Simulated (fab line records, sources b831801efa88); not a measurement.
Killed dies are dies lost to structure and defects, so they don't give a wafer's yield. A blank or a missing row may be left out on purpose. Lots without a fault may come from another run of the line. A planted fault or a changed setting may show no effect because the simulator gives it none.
fab line records | flow sky130 | part 2 of 2: steps 26 to 33 of 33
record lots=5 wafers=15 last_day=49
route steps=708 shown CONTACT@422 METAL1@434
lots that met no fault: from a run of the same line without faults
start_h: hours from the record's first day to the start of the lot's first wafer shown | wait_h: hours since the lot's step before | " the same as in the row above | L1.1+2: a row that stands for several wafers | - no value, or no start given | * or withheld: withheld | < > ~ a bound
route shown NAME@n: a module of which the file shows steps, and the number in the route of the first | usual: mean/standard deviation of fault-free wafers | same: alike in all rows | chamber/n: place in a boat | sites: the reading at each site | _std_site: their standard deviation | _edge_site: outer sites' mean less inner sites' | radius_mm: how far each site lies from the wafer's centre | mask NAME#n: copy n | behind: the tool/chamber that last shaped the wafer | hold: why the lot was held/for how many hours/how that ended | device: the transistor (n, p or np) that didn't switch | end of line: the same wafers' tests at the end of the route | a step without rows: its recipe alone | killed: dies lost to structure and defects at the first sort, not the wafer's yield | map: a wafer's dies, x killed, . not, _ none there
set.NAME: the setting as run; set.NAME@STEP: as run at that earlier step | model.NAME: the simulator's own value behind a step, which no gauge read
lots at some steps of the route; a table a step, a row a wafer
services: from which hour (start_h, from the record's first day; less than 0 if before it) a tool's chamber was out of use, for how many hours, and why
## steps
# step SKY_METAL1_PEB_13
# recipe peb_temp_c=withheld peb_time_s=withheld resist=KrF-thick
# columns lot.wafer tool chamber start_h wait_h
L075.1+5+6 litho_track-04 0 - -
L079.2+4+6 litho_track-04 0 - -
L084.2+4+6 litho_track-02 0 - -
L088.1+2+3 litho_track-01 0 - -
L095.2+5+6 litho_track-04 0 - -
# step SKY_METAL1_DEVELOP_14
# recipe develop_time_s=60 resist=KrF-thick dev_temp_c=21
# columns lot.wafer tool chamber start_h wait_h
L075.1+5+6 litho_track-04 0 - -
L079.2+4+6 litho_track-04 0 - -
L084.2+4+6 litho_track-02 0 - -
L088.1+2+3 litho_track-01 0 - -
L095.2+5+6 litho_track-04 0 - -
# step SKY_METAL1_CD_MEAS_15
# recipe target_cd_nm=140
# usual cd_nm=140.4/1.7
# columns lot.wafer tool chamber start_h wait_h cd_nm
L075.1 cd_sem-02 - 769.68 - 140.2
L075.5 " - " " 138.5
L075.6 " - " " 138.4
L079.2 cd_sem-01 - 798.65 - 139.9
L079.4 " - " " 140.7
L079.6 " - " " 139.2
L084.2 cd_sem-02 - 838.96 - 139.8
L084.4 " - " " 139.5
L084.6 " - " " 138.6
L088.1 cd_sem-01 - 868.34 - 142.2
L088.2 " - " " 143.3
L088.3 " - " " 143.4
L095.2 cd_sem-01 - 911.10 - 137.2
L095.5 " - " " 136.4
L095.6 " - " " 137.5
# step SKY_METAL1_OVL_MEAS_16
# usual METAL1_OVL=-1/5.3
# columns lot.wafer tool chamber start_h wait_h METAL1_OVL[nm]
L075.1 overlay-01 - 769.80 0.1 -1
L075.5 " - " " 4
L075.6 " - " " 5
L079.2 overlay-02 - 798.75 0.1 -3
L079.4 " - " " -5
L079.6 " - " " -1
L084.2 overlay-02 - 839.06 0.1 6
L084.4 " - " " 9
L084.6 " - " " 2
L088.1 overlay-02 - 868.46 0.1 -5
L088.2 " - " " -8
L088.3 " - " " -8
L095.2 overlay-01 - 911.20 0.1 -1
L095.5 " - " " 8
L095.6 " - " " 6
# step SKY_METAL1_DESCUM_17
# recipe chemistry=O2 source_power_w=150 bias_power_w=0 pressure_mtorr=10 temp_c=40 time_s=8
# usual drypump_motor_current_A=6.0/0.35 oes_product_au=0.997/0.009
# columns lot.wafer tool chamber start_h wait_h drypump_motor_current_A oes_product_au rf_hours_counter_h
L075.1 rie_metal-03 1 769.83 0.0 6.2 0.990 5
L075.5 " 0 " " 5.7 0.984 -
L075.6 " 1 " " 6.2 0.994 -
L079.2 rie_metal-03 1 798.78 0.0 6.1 1.012 6
L079.4 " 0 " " 5.7 0.996 -
L079.6 " 1 " " 6.2 1.004 -
L084.2 rie_metal-03 1 839.09 0.0 6.2 0.990 7
L084.4 " 1 " " 6.2 0.995 -
L084.6 " 0 " " 5.8 0.998 -
L088.1 rie_metal-04 1 868.49 0.0 6.0 0.997 6
L088.2 " 1 " " 6.0 1.006 -
L088.3 " 1 " " 6.0 1.006 -
L095.2 rie_metal-04 0 911.23 0.0 6.5 1.002 1
L095.5 " 0 " " 6.5 0.998 -
L095.6 " 1 " " 6.0 1.007 -
# step SKY_METAL1_ETCH_18
# recipe chemistry=N2/H2 target=BARC ion_energy_ev=200 bias_w=100 pressure_mtorr=30 n2_flow_sccm=100 h2_flow_sccm=200 icp_w=500 stop_on=SiO2 time_s=45.9 target_depth_a=600
# usual bias_w=100.0/0.34 drypump_motor_current_A=6.0/0.34 n2_flow_sccm=100.1/0.3 oes_product_au=0.856/0.0049 throttle_valve_pct=13.225/0.0093
# columns lot.wafer tool chamber start_h wait_h bias_w drypump_motor_current_A n2_flow_sccm oes_product_au rf_hours_counter_h throttle_valve_pct
L075.1 rie_metal-03 1 769.86 0.0 100.3 6.2 100.0 0.857 5 13.234
L075.5 " 0 " " 100.4 5.7 100.6 0.849 - 13.224
L075.6 " 1 " " 100.1 6.2 100.1 0.865 - 13.231
L079.2 rie_metal-03 1 798.82 0.0 100.3 6.2 100.1 0.865 6 13.223
L079.4 " 0 " " 99.3 5.7 100.6 0.861 - 13.232
L079.6 " 1 " " 100.1 6.2 100.3 0.862 - 13.212
L084.2 rie_metal-03 1 839.12 0.0 100.2 6.2 99.5 0.856 7 13.214
L084.4 " 1 " " 100.2 6.2 99.8 0.853 - 13.210
L084.6 " 0 " " 100.0 5.7 99.8 0.851 - 13.228
L088.1 rie_metal-04 1 868.56 0.1 99.1 6.0 99.9 0.849 6 13.239
L088.2 " 1 " " 99.9 6.0 100.1 0.856 - 13.231
L088.3 " 1 " " 99.9 6.0 100.3 0.857 - 13.222
L095.2 rie_metal-04 0 911.26 0.0 100.0 6.6 100.2 0.852 1 13.226
L095.5 " 0 " " 100.1 6.5 99.8 0.852 - 13.235
L095.6 " 1 " " 99.7 6.0 100.4 0.861 - 13.220
# step SKY_METAL1_METAL_ETCH_19
# recipe target_depth_a=3600 stop_on=SiO2 over_etch_frac=0.3 time_s=78 chemistry=Cl2/BCl3 resist_sidewall_deg=88 pressure_mtorr=10 icp_w=900 bias_w=48.5 Cl2_flow_sccm=60 bcl3_flow_sccm=30
# usual bias_w=48.48/0.16 drypump_motor_current_A=6.0/0.34 oes_product_au=0.852/0.0056 throttle_valve_pct=22.264/0.0093
# columns lot.wafer tool chamber start_h wait_h bias_w drypump_motor_current_A oes_product_au rf_hours_counter_h throttle_valve_pct
L075.1 rie_metal-03 1 769.93 0.0 48.56 6.2 0.857 5 22.294
L075.5 " 0 " " 48.17 5.7 0.848 - 22.259
L075.6 " 1 " " 48.37 6.2 0.860 - 22.260
L079.2 rie_metal-03 1 798.91 0.1 48.66 6.2 0.852 6 22.263
L079.4 " 0 " " 48.43 5.7 0.842 - 22.264
L079.6 " 1 " " 48.57 6.2 0.855 - 22.258
L084.2 rie_metal-03 1 839.19 0.0 48.59 6.2 0.855 7 22.261
L084.4 " 1 " " 48.57 6.2 0.860 - 22.263
L084.6 " 0 " " 49.02 5.7 0.850 - 22.248
L088.1 rie_metal-04 1 868.68 0.1 48.25 6.0 0.848 6 22.267
L088.2 " 1 " " 48.40 6.0 0.851 - 22.268
L088.3 " 1 " " 48.34 6.0 0.848 - 22.273
L095.2 rie_metal-04 0 911.33 0.0 48.41 6.5 0.849 1 22.273
L095.5 " 0 " " 48.44 6.5 0.850 - 22.244
L095.6 " 1 " " 48.88 6.0 0.858 - 22.249
# step SKY_METAL1_STRIP_20
# recipe chemistry=O2/N2 power_w=1400 pressure_mtorr=1500 platen_temp_c=withheld o2_flow_sccm=3000 n2_flow_sccm=300 overash_fraction=0.5
# usual drypump_motor_current_A=5.5/0.34 n2_flow_sccm=299.9/0.85 oes_product_au=0.345/0.0048 strip_time_to_endpoint_s=2.72/0.038
# same overash_fraction=0.5
# columns lot.wafer tool chamber start_h wait_h drypump_motor_current_A n2_flow_sccm oes_product_au rf_hours_counter_h strip_time_to_endpoint_s
L075.1 plasma_asher-04 0 770.02 0.1 5.4 299.3 0.342 34 2.71
L075.5 " 1 " " 5.3 299.6 0.353 - 2.75
L075.6 " 0 " " 5.4 299.1 0.338 - 2.72
L079.2 plasma_asher-01 1 799.03 0.1 5.7 300.1 0.339 5 2.74
L079.4 " 1 " " 5.7 300.1 0.344 - 2.77
L079.6 " 1 " " 5.7 298.7 0.343 - 2.73
L084.2 plasma_asher-04 0 839.28 0.1 5.5 300.0 0.352 41 2.75
L084.4 " 1 " " 5.3 299.4 0.350 - 2.71
L084.6 " 0 " " 5.4 299.2 0.344 - 2.74
L088.1 plasma_asher-01 0 868.86 0.1 5.9 299.5 0.348 13 2.69
L088.2 " 1 " " 5.7 300.1 0.345 13 2.66
L088.3 " 1 " " 5.7 300.7 0.346 - 2.66
L095.2 plasma_asher-01 1 911.42 0.1 5.7 299.1 0.337 17 2.70
L095.5 " 0 " " 5.9 300.4 0.352 - 2.71
L095.6 " 1 " " 5.7 299.4 0.338 - 2.67
## services
# columns tool chamber start_h hours kind
cmp-01 - 716.83 8.9 pm
cvd_w-02 - 717.43 4.3 pm
krf_scanner-01 - 719.86 0.2 repair
rie_diel-03 0 723.65 7.5 repair
pvd_sputter-02 - 726.68 1.0 repair
plasma_asher-01 - 733.79 9.0 pm
cvd_w-02 0 755.18 2.6 repair
pvd_sputter-03 - 763.75 4.4 repair
wet_bench-04 - 765.68 2.7 repair
krf_scanner-01 - 789.22 2.7 repair
krf_scanner-01 - 800.41 0.8 pm
rie_metal-04 - 800.55 0.3 repair
rie_diel-01 3 813.41 4.5 repair
krf_scanner-01 - 822.52 1.0 pm
pvd_sputter-02 - 825.14 1.9 repair
pvd_sputter-03 - 825.22 0.8 repair
krf_scanner-01 - 829.56 3.0 repair
rie_diel-01 2 846.09 5.6 repair
pvd_sputter-02 - 858.25 2.8 repair
pvd_sputter-02 - 872.79 3.7 repair
rie_diel-03 1 873.78 6.6 repair
krf_scanner-01 - 875.47 1.3 pm
krf_scanner-01 - 892.64 4.4 pm
rie_metal-04 0 893.01 4.3 repair
